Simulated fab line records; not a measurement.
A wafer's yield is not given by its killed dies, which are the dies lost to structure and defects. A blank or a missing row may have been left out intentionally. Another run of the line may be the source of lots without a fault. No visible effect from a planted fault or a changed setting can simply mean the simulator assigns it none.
fab line records    flow sky130
[record] lots = 24  wafers = 72  lastDay = 50
route steps=708 shown LI_CONTACT@381 METAL1@450 VIA1@481 METAL2@488 METAL3@565
lots that met no fault: from a run of the same line without faults
startH: hours from the record's first day to the start of the lot's first wafer shown    waitH: hours since the lot's step before    " repeats the value in the row above    L1.1+2: several wafers, shown together as one row    - value missing, or start not given    * or withheld: withheld    < > ~ a bound
route shown NAME@n: a module of which the file shows steps, and the number in the route of the first    usual: average and standard deviation across the fault-free wafers    same: alike in all rows    chamber/n: place in a boat    sites: readings site by site    _std_site: their standard deviation    _edge_site: inner sites' mean taken away from outer sites' mean    radiusMm: for every site, how far away it sits from the centre of the wafer    mask NAME#n: copy n    behind: the tool/chamber that last shaped the wafer    hold: reason for holding the lot/hours on hold/outcome of the hold    device: which transistor (n, p or np) failed to switch    end of line: the same wafers' tests at the end of the route    a step without rows: its recipe alone    killed: dies lost to structure and defects at the first sort, not the wafer's yield    map: a wafer's dies, marking killed ones x, the rest . and places with no die _
set.NAME: the setting the step ran with; set.NAME@STEP: the setting that earlier step ran with    model.NAME: the simulator's own value behind a step, which no gauge read
the route's steps for a sample of lots (tables are steps, rows are wafers)
services: from which hour (startH, from the record's first day; less than 0 if before it) a tool's chamber was out of use, for how many hours, and why
[[steps]]
[step SKY_LI_CONTACT_SPUTTER_19]
[recipe] material = Ti  targetThkNm = 20  chamberPressurePa = 5  powerW = 2500  substrateTempC = 200  timeS = 106.37
[usual] cathodeDcPowerW = 2500.0/0.46  chamberPressurePa = 5.001/0.01  throttleValvePct = 30.1/1.6
lot.wafer  tool           chamber  startH  waitH  cathodeDcPowerW  chamberPressurePa  throttleValvePct
L075.1     pvdSputter-02  -        689.36  0.0    2500.2           4.990              27.0
L075.4     "              -        "       "      2499.4           5.011              31.3
L075.5     "              -        "       "      2499.9           4.998              30.6
L074.3     pvdSputter-02  -        691.92  0.0    2500.0           4.996              30.1
L074.4     "              -        "       "      2499.5           4.999              26.9
L074.6     "              -        "       "      2499.9           4.998              30.4
L076.1     pvdSputter-02  -        697.06  0.0    2499.9           5.006              27.1
L076.4     "              -        "       "      2500.2           5.004              29.4
L076.6     "              -        "       "      2500.3           5.012              30.5
L077.2     pvdSputter-04  -        698.36  0.0    2500.9           4.997              31.2
L077.3     "              -        "       "      2500.1           5.022              29.1
L077.6     "              -        "       "      2499.4           5.000              31.2
L078.3     pvdSputter-04  -        703.88  0.0    2500.0           4.998              30.4
L078.4     "              -        "       "      2499.5           4.986              28.7
L078.5     "              -        "       "      2500.2           4.980              33.1
L079.1     pvdSputter-04  -        717.31  0.0    2499.2           5.009              29.1
L079.3     "              -        "       "      2499.6           4.996              31.3
L079.5     "              -        "       "      2499.9           5.003              30.4
L080.2     pvdSputter-02  -        729.69  0.0    2499.4           5.010              30.4
L080.5     "              -        "       "      2500.9           5.008              31.8
L080.6     "              -        "       "      2500.0           5.005              30.3
L081.1     pvdSputter-03  -        741.21  0.0    2499.6           5.018              28.1
L081.2     "              -        "       "      2498.8           5.019              29.2
L081.5     "              -        "       "      2500.6           5.016              29.6
L082.4     pvdSputter-04  -        753.14  0.0    2500.8           4.995              31.4
L082.5     "              -        "       "      2500.8           5.028              28.9
L082.6     "              -        "       "      2499.5           4.996              30.5
L084.1     pvdSputter-04  -        765.76  0.0    2500.3           5.004              30.7
L084.2     "              -        "       "      2499.9           4.990              31.1
L084.6     "              -        "       "      2500.2           4.993              30.5
L083.1     pvdSputter-04  -        772.31  0.0    2500.7           4.981              33.2
L083.3     "              -        "       "      2500.1           5.000              31.2
L083.5     "              -        "       "      2500.2           4.993              33.3
L085.1     pvdSputter-03  -        776.44  0.0    2499.3           4.989              28.3
L085.2     "              -        "       "      2499.4           5.017              29.7
L085.3     "              -        "       "      2499.7           4.991              29.3
L086.1     pvdSputter-04  -        782.50  0.0    2499.9           4.992              29.0
L086.4     "              -        "       "      2500.3           5.003              31.2
L086.6     "              -        "       "      2500.5           5.012              33.3
L087.3     pvdSputter-02  -        794.06  0.0    2499.5           5.011              31.6
L087.5     "              -        "       "      2499.7           5.016              26.9
L087.6     "              -        "       "      2500.5           5.007              31.4
L088.1     pvdSputter-03  -        798.66  0.0    2500.1           5.006              29.3
L088.3     "              -        "       "      2499.9           5.011              28.4
L088.4     "              -        "       "      2500.4           5.009              30.5
L089.2     pvdSputter-03  -        800.19  0.0    2500.7           4.998              29.0
L089.3     "              -        "       "      2500.4           5.002              30.6
L089.6     "              -        "       "      2499.8           5.002              28.1
L090.1     pvdSputter-03  -        811.64  0.0    2500.0           4.991              28.1
L090.2     "              -        "       "      2500.3           5.004              30.6
L090.6     "              -        "       "      2499.7           4.993              28.4
L091.1     pvdSputter-02  -        816.19  0.0    2500.1           4.986              30.5
L091.5     "              -        "       "      2500.4           5.007              31.6
L091.6     "              -        "       "      2500.3           4.995              30.4
L092.2     pvdSputter-04  -        821.13  0.0    2499.7           5.001              33.3
L092.4     "              -        "       "      2500.1           4.985              31.4
L092.6     "              -        "       "      2500.2           4.995              31.2
L093.3     pvdSputter-03  -        831.63  0.0    2499.6           4.988              30.9
L093.4     "              -        "       "      2500.4           5.004              28.6
L093.6     "              -        "       "      2499.9           4.998              28.1
L094.2     pvdSputter-02  -        833.86  0.0    2499.7           5.005              27.2
L094.3     "              -        "       "      2500.1           4.981              31.4
L094.5     "              -        "       "      2499.8           5.008              30.2
L095.2     pvdSputter-03  -        838.54  0.0    2500.2           5.002              29.7
L095.3     "              -        "       "      2500.2           5.009              28.3
L095.5     "              -        "       "      2499.6           4.988              29.2
L096.1     pvdSputter-02  -        851.56  0.0    2499.3           4.997              30.5
L096.3     "              -        "       "      2500.0           4.983              31.7
L096.4     "              -        "       "      2499.6           4.997              26.7
L097.1     pvdSputter-04  -        855.99  0.0    2499.1           5.002              29.1
L097.2     "              -        "       "      2499.8           5.001              30.7
L097.4     "              -        "       "      2499.3           5.009              28.8
[step SKY_METAL1_OVL_MEAS_16]
[usual] METAL1_OVL = 0/4.5
lot.wafer  tool        chamber  startH  waitH  METAL1_OVL[nm]
L075.1     overlay-01  -        778.27  0.1    -1
L075.4     "           -        "       "      1
L075.5     "           -        "       "      0
L074.3     overlay-01  -        780.77  0.1    12
L074.4     "           -        "       "      2
L074.6     "           -        "       "      6
L076.1     overlay-01  -        786.20  0.1    10
L076.4     "           -        "       "      9
L076.6     "           -        "       "      2
L077.2     overlay-02  -        787.36  0.1    3
L077.3     "           -        "       "      3
L077.6     "           -        "       "      8
L078.3     overlay-01  -        793.13  0.1    4
L078.4     "           -        "       "      0
L078.5     "           -        "       "      6
L079.1     overlay-02  -        802.86  0.1    4
L079.3     "           -        "       "      2
L079.5     "           -        "       "      0
L080.2     overlay-02  -        816.01  0.1    0
L080.5     "           -        "       "      -3
L080.6     "           -        "       "      -4
L081.1     overlay-02  -        826.27  0.1    -1
L081.2     "           -        "       "      -2
L081.5     "           -        "       "      4
L082.4     overlay-01  -        836.74  0.1    2
L082.5     "           -        "       "      -3
L082.6     "           -        "       "      -4
L084.1     overlay-01  -        848.57  0.1    -1
L084.2     "           -        "       "      4
L084.6     "           -        "       "      6
L083.1     overlay-02  -        854.82  0.1    0
L083.3     "           -        "       "      -2
L083.5     "           -        "       "      1
L085.1     overlay-02  -        858.50  0.1    1
L085.2     "           -        "       "      1
L085.3     "           -        "       "      -6
L086.1     overlay-01  -        864.76  0.1    3
L086.4     "           -        "       "      4
L086.6     "           -        "       "      2
L087.3     overlay-01  -        875.21  0.1    -6
L087.5     "           -        "       "      -3
L087.6     "           -        "       "      -13
L088.1     overlay-01  -        880.05  0.1    5
L088.3     "           -        "       "      1
L088.4     "           -        "       "      3
L089.2     overlay-01  -        881.72  0.1    7
L089.3     "           -        "       "      3
L089.6     "           -        "       "      -3
L090.1     overlay-02  -        892.10  0.1    2
L090.2     "           -        "       "      -5
L090.6     "           -        "       "      -4
L091.1     overlay-02  -        896.35  0.1    0
L091.5     "           -        "       "      -7
L091.6     "           -        "       "      -4
L092.2     overlay-01  -        901.22  0.1    3
L092.4     "           -        "       "      1
L092.6     "           -        "       "      0
L093.3     overlay-02  -        910.42  0.1    1
L093.4     "           -        "       "      -3
L093.6     "           -        "       "      2
L094.2     overlay-02  -        912.57  0.1    5
L094.3     "           -        "       "      -1
L094.5     "           -        "       "      0
L095.2     overlay-01  -        918.77  0.1    -1
L095.3     "           -        "       "      2
L095.5     "           -        "       "      -4
L096.1     overlay-02  -        930.76  0.1    -4
L096.3     "           -        "       "      3
L096.4     "           -        "       "      -4
L097.1     overlay-02  -        934.77  0.1    -5
L097.2     "           -        "       "      5
L097.4     "           -        "       "      3
[step SKY_VIA1_THK_MEAS_23]
[recipe] thkMeasGauge = xrf  reads = W_of_VIA1_CVD_21
[usual] VIA1_W_THK = 279/4.3
lot.wafer  tool          chamber  startH  waitH  VIA1_W_THK[nm]
L075.1     filmMetro-01  -        807.12  0.1    279
L075.4     "             -        "       "      280
L075.5     "             -        "       "      279
L074.3     filmMetro-02  -        809.26  0.1    275
L074.4     "             -        "       "      279
L074.6     "             -        "       "      271
L076.1     filmMetro-01  -        814.87  0.1    275
L076.4     "             -        "       "      284
L076.6     "             -        "       "      275
L077.2     filmMetro-01  -        816.09  0.1    280
L077.3     "             -        "       "      281
L077.6     "             -        "       "      285
L078.3     filmMetro-03  -        821.37  0.1    272
L078.4     "             -        "       "      275
L078.5     "             -        "       "      276
L079.1     filmMetro-01  -        831.04  0.1    287
L079.3     "             -        "       "      280
L079.5     "             -        "       "      285
L080.2     filmMetro-02  -        844.28  0.1    274
L080.5     "             -        "       "      279
L080.6     "             -        "       "      272
L081.1     filmMetro-02  -        854.41  0.1    275
L081.2     "             -        "       "      269
L081.5     "             -        "       "      278
L082.4     filmMetro-01  -        864.70  0.1    276
L082.5     "             -        "       "      278
L082.6     "             -        "       "      280
L084.1     filmMetro-03  -        876.74  0.1    283
L084.2     "             -        "       "      284
L084.6     "             -        "       "      282
L083.1     filmMetro-02  -        882.86  0.1    278
L083.3     "             -        "       "      280
L083.5     "             -        "       "      280
L085.1     filmMetro-01  -        885.53  0.1    285
L085.2     "             -        "       "      290
L085.3     "             -        "       "      288
L086.1     filmMetro-02  -        892.03  0.1    278
L086.4     "             -        "       "      278
L086.6     "             -        "       "      280
L087.3     filmMetro-03  -        902.16  0.1    280
L087.5     "             -        "       "      280
L087.6     "             -        "       "      280
L088.1     filmMetro-01  -        907.59  0.1    282
L088.3     "             -        "       "      282
L088.4     "             -        "       "      279
L089.2     filmMetro-01  -        909.29  0.1    283
L089.3     "             -        "       "      282
L089.6     "             -        "       "      283
L090.1     filmMetro-03  -        919.49  0.1    283
L090.2     "             -        "       "      281
L090.6     "             -        "       "      284
L091.1     filmMetro-01  -        923.38  0.1    274
L091.5     "             -        "       "      275
L091.6     "             -        "       "      278
L092.2     filmMetro-01  -        926.57  0.1    273
L092.4     "             -        "       "      275
L092.6     "             -        "       "      277
L093.3     filmMetro-03  -        937.17  0.1    284
L093.4     "             -        "       "      284
L093.6     "             -        "       "      280
L094.2     filmMetro-03  -        938.74  0.1    273
L094.3     "             -        "       "      275
L094.5     "             -        "       "      274
L095.2     filmMetro-02  -        945.14  0.1    271
L095.3     "             -        "       "      274
L095.5     "             -        "       "      272
L096.1     filmMetro-01  -        957.29  0.1    274
L096.3     "             -        "       "      284
L096.4     "             -        "       "      278
L097.1     filmMetro-03  -        961.52  0.1    280
L097.2     "             -        "       "      278
L097.4     "             -        "       "      280
[step SKY_METAL2_RS_MEAS_05]
[recipe] thkMeasGauge = four-point-probe  reads = TiN_of_METAL2_SPUTTER_04+Ti_of_METAL2_SPUTTER_03+AlCu_of_METAL2_SPUTTER_02+TiN_of_METAL2_SPUTTER_01+Ti_of_METAL2_SPUTTER_00
[usual] METAL2_ALCU_RS = 0.1269/0.0015
lot.wafer  tool          chamber  startH  waitH  METAL2_ALCU_RS[ohm/sq]
L075.1     filmMetro-04  -        807.62  0.0    0.1256
L075.4     "             -        "       "      0.1254
L075.5     "             -        "       "      0.1260
L074.3     filmMetro-03  -        809.78  0.1    0.1287
L074.4     "             -        "       "      0.1273
L074.6     "             -        "       "      0.1282
L076.1     filmMetro-04  -        815.37  0.0    0.1258
L076.4     "             -        "       "      0.1238
L076.6     "             -        "       "      0.1261
L077.2     filmMetro-02  -        816.60  0.0    0.1266
L077.3     "             -        "       "      0.1268
L077.6     "             -        "       "      0.1265
L078.3     filmMetro-02  -        821.89  0.1    0.1260
L078.4     "             -        "       "      0.1271
L078.5     "             -        "       "      0.1273
L079.1     filmMetro-04  -        831.54  0.0    0.1260
L079.3     "             -        "       "      0.1257
L079.5     "             -        "       "      0.1259
L080.2     filmMetro-04  -        844.79  0.0    0.1288
L080.5     "             -        "       "      0.1282
L080.6     "             -        "       "      0.1278
L081.1     filmMetro-02  -        854.91  0.0    0.1279
L081.2     "             -        "       "      0.1265
L081.5     "             -        "       "      0.1284
L082.4     filmMetro-03  -        865.34  0.1    0.1245
L082.5     "             -        "       "      0.1297
L082.6     "             -        "       "      0.1260
L084.1     filmMetro-04  -        877.24  0.0    0.1264
L084.2     "             -        "       "      0.1285
L084.6     "             -        "       "      0.1265
L083.1     filmMetro-03  -        883.36  0.0    0.1274
L083.3     "             -        "       "      0.1267
L083.5     "             -        "       "      0.1271
L085.1     filmMetro-02  -        886.05  0.1    0.1287
L085.2     "             -        "       "      0.1285
L085.3     "             -        "       "      0.1297
L086.1     filmMetro-02  -        892.53  0.0    0.1265
L086.4     "             -        "       "      0.1271
L086.6     "             -        "       "      0.1276
L087.3     filmMetro-04  -        902.68  0.1    0.1282
L087.5     "             -        "       "      0.1298
L087.6     "             -        "       "      0.1291
L088.1     filmMetro-02  -        908.09  0.0    0.1245
L088.3     "             -        "       "      0.1233
L088.4     "             -        "       "      0.1230
L089.2     filmMetro-04  -        909.80  0.0    0.1261
L089.3     "             -        "       "      0.1290
L089.6     "             -        "       "      0.1259
L090.1     filmMetro-04  -        919.99  0.0    0.1259
L090.2     "             -        "       "      0.1264
L090.6     "             -        "       "      0.1263
L091.1     filmMetro-03  -        923.88  0.0    0.1258
L091.5     "             -        "       "      0.1284
L091.6     "             -        "       "      0.1253
L092.2     filmMetro-02  -        927.08  0.0    0.1290
L092.4     "             -        "       "      0.1274
L092.6     "             -        "       "      0.1276
L093.3     filmMetro-04  -        937.69  0.1    0.1254
L093.4     "             -        "       "      0.1254
L093.6     "             -        "       "      0.1251
L094.2     filmMetro-02  -        939.25  0.0    0.1270
L094.3     "             -        "       "      0.1268
L094.5     "             -        "       "      0.1271
L095.2     filmMetro-02  -        945.65  0.0    0.1282
L095.3     "             -        "       "      0.1274
L095.5     "             -        "       "      0.1272
L096.1     filmMetro-04  -        957.79  0.0    0.1264
L096.3     "             -        "       "      0.1273
L096.4     "             -        "       "      0.1290
L097.1     filmMetro-04  -        962.02  0.0    0.1243
L097.2     "             -        "       "      0.1253
L097.4     "             -        "       "      0.1246
[step SKY_METAL2_METAL_ETCH_19]
[recipe] targetDepthA = 3600  stopOn = SiO2  overEtchFrac = 0.3  timeS = 78  chemistry = Cl2/BCl3  resistSidewallDeg = 88  pressureMtorr = 10  icpW = 900  biasW = 48.5  Cl2_flow_sccm = 60  bcl3FlowSccm = 30
[usual] biasW = 48.51/0.14  drypumpMotorCurrentA = 6.0/0.33  oesProductAu = 0.855/0.0061  rfFwdPowerW = 893.8/2.7  throttleValvePct = 22.264/0.009
[same] overEtchFrac = 0.3
lot.wafer  tool         chamber  startH  waitH  biasW  drypumpMotorCurrentA  oesProductAu  rfFwdPowerW  rfHoursCounterH  throttleValvePct
L075.1     rieMetal-01  1        833.99  0.0    48.29  6.2                   0.856         897.5        16               22.267
L075.4     "            0        "       "      48.45  5.7                   0.859         898.8        -                22.264
L075.5     "            0        "       "      48.65  5.7                   0.854         901.4        -                22.259
L074.3     rieMetal-01  1        836.05  0.1    48.32  6.2                   0.849         892.4        -                22.263
L074.4     "            0        "       "      48.77  5.7                   0.856         893.2        -                22.284
L074.6     "            0        "       "      48.71  5.7                   0.842         891.9        -                22.277
L076.1     rieMetal-03  0        841.17  0.0    48.33  6.4                   0.863         888.9        5                22.259
L076.4     "            1        "       "      48.29  6.3                   0.862         891.1        -                22.251
L076.6     "            1        "       "      48.45  6.3                   0.853         896.2        -                22.271
L077.2     rieMetal-02  1        842.72  0.0    48.43  5.6                   0.860         895.7        14               22.264
L077.3     "            1        "       "      48.47  5.5                   0.856         893.2        -                22.261
L077.6     "            0        "       "      48.46  6.2                   0.863         894.1        -                22.273
L078.3     rieMetal-03  1        847.81  0.1    48.60  6.3                   0.853         890.3        -                22.262
L078.4     "            0        "       "      48.75  6.4                   0.854         889.2        -                22.266
L078.5     "            0        "       "      48.61  6.4                   0.859         893.5        -                22.270
L079.1     rieMetal-02  1        857.62  0.0    48.44  5.5                   0.852         892.4        15               22.264
L079.3     "            0        "       "      48.74  6.3                   0.853         894.6        -                22.250
L079.5     "            1        "       "      48.42  5.5                   0.857         895.0        -                22.272
L080.2     rieMetal-01  0        870.21  0.1    48.46  5.7                   0.851         890.6        -                22.263
L080.5     "            0        "       "      48.61  5.7                   0.847         888.5        -                22.278
L080.6     "            0        "       "      48.59  5.7                   0.856         890.6        -                22.269
L081.1     rieMetal-02  0        880.37  0.0    48.40  6.2                   0.859         898.2        2                22.253
L081.2     "            1        "       "      48.91  5.5                   0.850         894.0        16               22.278
L081.5     "            0        "       "      48.44  6.2                   0.854         892.6        -                22.261
L082.4     rieMetal-01  0        890.17  0.1    48.60  5.7                   0.855         892.3        -                22.268
L082.5     "            0        "       "      48.41  5.7                   0.852         896.1        -                22.250
L082.6     "            1        "       "      48.45  6.2                   0.856         890.3        -                22.279
L084.1     rieMetal-03  0        902.23  0.0    48.46  6.4                   0.846         886.4        7                22.264
L084.2     "            1        "       "      48.48  6.3                   0.855         898.3        10               22.249
L084.6     "            1        "       "      48.43  6.3                   0.847         897.1        -                22.282
L083.1     rieMetal-02  1        908.34  0.0    48.37  5.6                   0.853         896.0        17               22.262
L083.3     "            0        "       "      48.54  6.2                   0.860         892.5        -                22.260
L083.5     "            0        "       "      48.38  6.3                   0.857         895.5        -                22.274
L085.1     rieMetal-02  1        911.48  0.0    48.67  5.5                   0.850         892.5        17               22.264
L085.2     "            0        "       "      48.38  6.3                   0.845         892.3        3                22.276
L085.3     "            0        "       "      48.40  6.2                   0.849         892.0        -                22.261
L086.1     rieMetal-02  1        917.83  0.0    48.56  5.5                   0.855         893.4        17               22.255
L086.4     "            0        "       "      48.15  6.3                   0.861         895.4        -                22.265
L086.6     "            1        "       "      48.49  5.5                   0.859         894.1        -                22.262
L087.3     rieMetal-02  0        926.27  0.1    48.43  6.3                   0.847         894.4        -                22.283
L087.5     "            0        "       "      48.56  6.3                   0.845         893.7        -                22.259
L087.6     "            1        "       "      48.25  5.6                   0.849         896.2        -                22.267
L088.1     rieMetal-03  0        932.32  0.0    48.36  6.4                   0.866         894.3        9                22.264
L088.3     "            0        "       "      48.30  6.4                   0.861         896.7        -                22.268
L088.4     "            1        "       "      48.56  6.2                   0.867         889.8        -                22.282
L089.2     rieMetal-02  0        933.88  0.0    48.57  6.2                   0.860         894.7        4                22.268
L089.3     "            0        "       "      48.62  6.2                   0.851         895.9        -                22.261
L089.6     "            0        "       "      48.61  6.2                   0.862         892.0        -                22.267
L090.1     rieMetal-01  1        944.24  0.0    48.59  6.2                   0.861         896.4        3                22.264
L090.2     "            0        "       "      48.47  5.7                   0.857         893.5        10               22.256
L090.6     "            0        "       "      48.47  5.7                   0.860         892.0        -                22.271
L091.1     rieMetal-02  1        947.94  0.0    48.43  5.5                   0.860         896.1        19               22.259
L091.5     "            1        "       "      48.49  5.5                   0.856         897.7        -                22.264
L091.6     "            0        "       "      48.38  6.2                   0.852         896.9        -                22.270
L092.2     rieMetal-03  1        951.23  0.0    48.42  6.3                   0.863         895.7        13               22.248
L092.4     "            0        "       "      48.75  6.4                   0.857         891.3        -                22.258
L092.6     "            1        "       "      48.44  6.3                   0.853         892.2        -                22.285
L093.3     rieMetal-03  0        961.77  0.1    48.51  6.4                   0.859         892.4        -                22.261
L093.4     "            1        "       "      48.50  6.3                   0.858         891.7        -                22.252
L093.6     "            1        "       "      48.42  6.3                   0.865         891.8        -                22.271
L094.2     rieMetal-03  0        962.99  0.0    48.58  6.4                   0.861         891.9        10               22.265
L094.3     "            1        "       "      48.68  6.3                   0.855         894.2        -                22.257
L094.5     "            0        "       "      48.40  6.4                   0.853         890.8        -                22.271
L095.2     rieMetal-01  0        969.64  0.0    48.34  5.7                   0.847         892.8        11               22.265
L095.3     "            0        "       "      48.45  5.7                   0.848         891.7        -                22.269
L095.5     "            0        "       "      48.42  5.7                   0.852         888.4        -                22.248
L096.1     rieMetal-02  0        981.93  0.0    48.74  6.2                   0.857         894.5        5                22.264
L096.3     "            1        "       "      48.51  5.5                   0.857         892.1        -                22.276
L096.4     "            0        "       "      48.75  6.2                   0.838         895.1        -                22.259
L097.1     rieMetal-03  1        986.04  0.0    48.39  6.3                   0.856         896.7        14               22.265
L097.2     "            0        "       "      48.53  6.4                   0.863         896.6        11               22.264
L097.4     "            0        "       "      48.49  6.4                   0.853         894.6        -                22.261
[step SKY_METAL3_DESCUM_15]
[recipe] chemistry = O2  sourcePowerW = 150  biasPowerW = 0  pressureMtorr = 10  tempC = 40  timeS = 8
[usual] drypumpMotorCurrentA = 6.1/0.44  oesProductAu = 1.001/0.012  rfFwdPowerW = 147.3/0.8
lot.wafer  tool         chamber  startH   waitH  drypumpMotorCurrentA  oesProductAu  rfFwdPowerW  rfHoursCounterH
L075.1     rieMetal-01  1        913.11   0.0    6.2                   0.992         147.7        1
L075.4     "            0        "        "      5.7                   1.011         146.5        -
L075.5     "            0        "        "      5.7                   1.007         147.2        -
L074.3     rieMetal-01  0        914.47   0.0    5.7                   1.018         146.6        -
L074.4     "            1        "        "      6.2                   1.002         146.3        -
L074.6     "            1        "        "      6.2                   0.998         146.5        -
L076.1     rieMetal-03  1        918.97   0.0    6.3                   0.992         146.5        12
L076.4     "            0        "        "      6.4                   1.011         146.5        -
L076.6     "            1        "        "      6.2                   0.993         147.0        -
L077.2     rieMetal-03  0        920.46   0.0    6.4                   1.018         146.9        8
L077.3     "            1        "        "      6.3                   0.999         147.7        -
L077.6     "            0        "        "      6.4                   1.011         147.3        -
L078.3     rieMetal-04  0        924.69   0.0    6.4                   0.998         147.2        -
L078.4     "            1        "        "      5.2                   0.980         148.1        -
L078.5     "            1        "        "      5.2                   0.980         148.0        -
L079.1     rieMetal-03  0        935.81   0.0    6.4                   1.020         145.9        9
L079.3     "            0        "        "      6.4                   1.010         147.1        -
L079.5     "            0        "        "      6.4                   1.011         146.5        -
L080.2     rieMetal-04  0        946.67   0.0    6.4                   0.986         149.1        -
L080.5     "            0        "        "      6.4                   1.004         148.5        -
L080.6     "            0        "        "      6.4                   0.997         148.9        -
L081.1     rieMetal-03  1        956.66   0.0    6.3                   0.987         146.6        13
L081.2     "            0        "        "      6.4                   1.007         146.9        9
L081.5     "            0        "        "      6.4                   1.004         146.4        -
L082.4     rieMetal-03  0        967.62   0.0    6.4                   1.020         146.2        -
L082.5     "            1        "        "      6.3                   0.999         147.1        -
L082.6     "            0        "        "      6.4                   1.013         145.7        -
L084.1     rieMetal-01  0        975.96   0.0    5.7                   1.006         146.8        12
L084.2     "            1        "        "      6.2                   1.009         147.0        5
L084.6     "            0        "        "      5.7                   1.007         147.1        -
L083.1     rieMetal-01  1        983.12   0.0    6.2                   1.015         146.4        5
L083.3     "            1        "        "      6.2                   1.021         146.8        -
L083.5     "            1        "        "      6.2                   1.021         147.6        -
L085.1     rieMetal-01  0        985.82   0.0    5.7                   0.994         147.2        12
L085.2     "            1        "        "      6.2                   1.011         146.5        5
L085.3     "            1        "        "      6.2                   1.005         146.5        -
L086.1     rieMetal-03  0        992.89   0.0    6.4                   1.016         146.1        12
L086.4     "            1        "        "      6.3                   0.992         147.2        -
L086.6     "            1        "        "      6.3                   0.993         147.7        -
L087.3     rieMetal-04  1        999.25   0.0    5.2                   0.979         148.0        -
L087.5     "            1        "        "      5.2                   0.990         147.7        -
L087.6     "            0        "        "      6.4                   1.005         148.2        -
L088.1     rieMetal-03  0        1003.99  0.0    6.4                   1.005         146.2        12
L088.3     "            0        "        "      6.4                   1.006         146.6        -
L088.4     "            1        "        "      6.3                   0.993         147.2        -
L089.2     rieMetal-04  0        1006.47  0.0    6.4                   1.002         148.9        9
L089.3     "            1        "        "      5.1                   0.983         147.9        -
L089.6     "            0        "        "      6.4                   1.018         148.4        -
L090.1     rieMetal-01  0        1022.46  0.0    5.7                   1.009         147.7        15
L090.2     "            1        "        "      6.2                   1.005         146.9        8
L090.6     "            1        "        "      6.2                   1.004         146.3        -
L091.1     rieMetal-04  0        1024.26  0.0    6.4                   1.008         147.8        10
L091.5     "            0        "        "      6.4                   1.000         148.1        -
L091.6     "            1        "        "      5.2                   0.982         147.6        -
L092.2     rieMetal-04  0        1024.61  0.0    6.4                   1.003         148.8        10
L092.4     "            0        "        "      6.4                   1.001         148.5        -
L092.6     "            1        "        "      5.2                   0.985         148.1        -
L093.3     rieMetal-01  0        1032.60  0.0    5.7                   1.008         146.8        -
L093.4     "            1        "        "      6.2                   1.012         146.9        -
L093.6     "            0        "        "      5.7                   1.014         145.8        -
L094.2     rieMetal-03  0        1034.26  0.0    6.4                   1.017         147.1        13
L094.3     "            1        "        "      6.3                   0.988         148.4        -
L094.5     "            1        "        "      6.3                   0.979         147.7        -
L095.2     rieMetal-04  1        1041.99  0.0    5.2                   0.972         147.5        7
L095.3     "            1        "        "      5.2                   0.974         148.5        -
L095.5     "            0        "        "      6.4                   0.992         147.7        -
L096.1     rieMetal-03  1        1052.26  0.0    6.3                   0.996         147.5        18
L096.3     "            1        "        "      6.3                   1.002         146.9        -
L096.4     "            0        "        "      6.4                   1.012         146.5        -
L097.1     rieMetal-04  0        1055.99  0.0    6.4                   1.018         148.6        13
L097.2     "            1        "        "      5.2                   0.984         147.6        8
L097.4     "            1        "        "      5.2                   0.978         147.4        -
[[services]]
tool           chamber  startH   hours  kind
rieMetal-03    0        683.06   -      clean
rieMetal-03    0        683.06   26.1   scheduledDown
rieMetal-03    0        683.06   26.1   ventCycle
rieMetal-04    -        694.12   14.6   pm
pvdSputter-03  -        694.45   39.1   repair
rieMetal-01    -        768.89   2.7    repair
rieMetal-02    0        773.28   22.7   repair
pvdSputter-04  -        778.00   1.4    repair
rieMetal-02    -        792.57   1.4    pm
rieMetal-02    -        795.05   0.6    repair
rieMetal-03    0        822.05   2.0    repair
pvdSputter-03  -        825.72   3.5    repair
pvdSputter-03  -        851.53   0.9    repair
rieMetal-04    -        864.12   1.4    pm
rieMetal-02    0        867.76   8.7    repair
pvdSputter-02  -        880.29   3.3    repair
rieMetal-02    0        885.15   6.8    repair
rieMetal-04    -        893.39   0.3    repair
rieMetal-04    1        932.46   22.2   repair
rieMetal-03    -        947.44   2.8    pm
pvdSputter-03  -        1003.82  0.9    repair
rieMetal-03    -        1005.45  28.1   pm
rieMetal-04    -        1007.60  1.9    repair
rieMetal-02    0        1049.72  31.4   repair
[[key]]
fault none
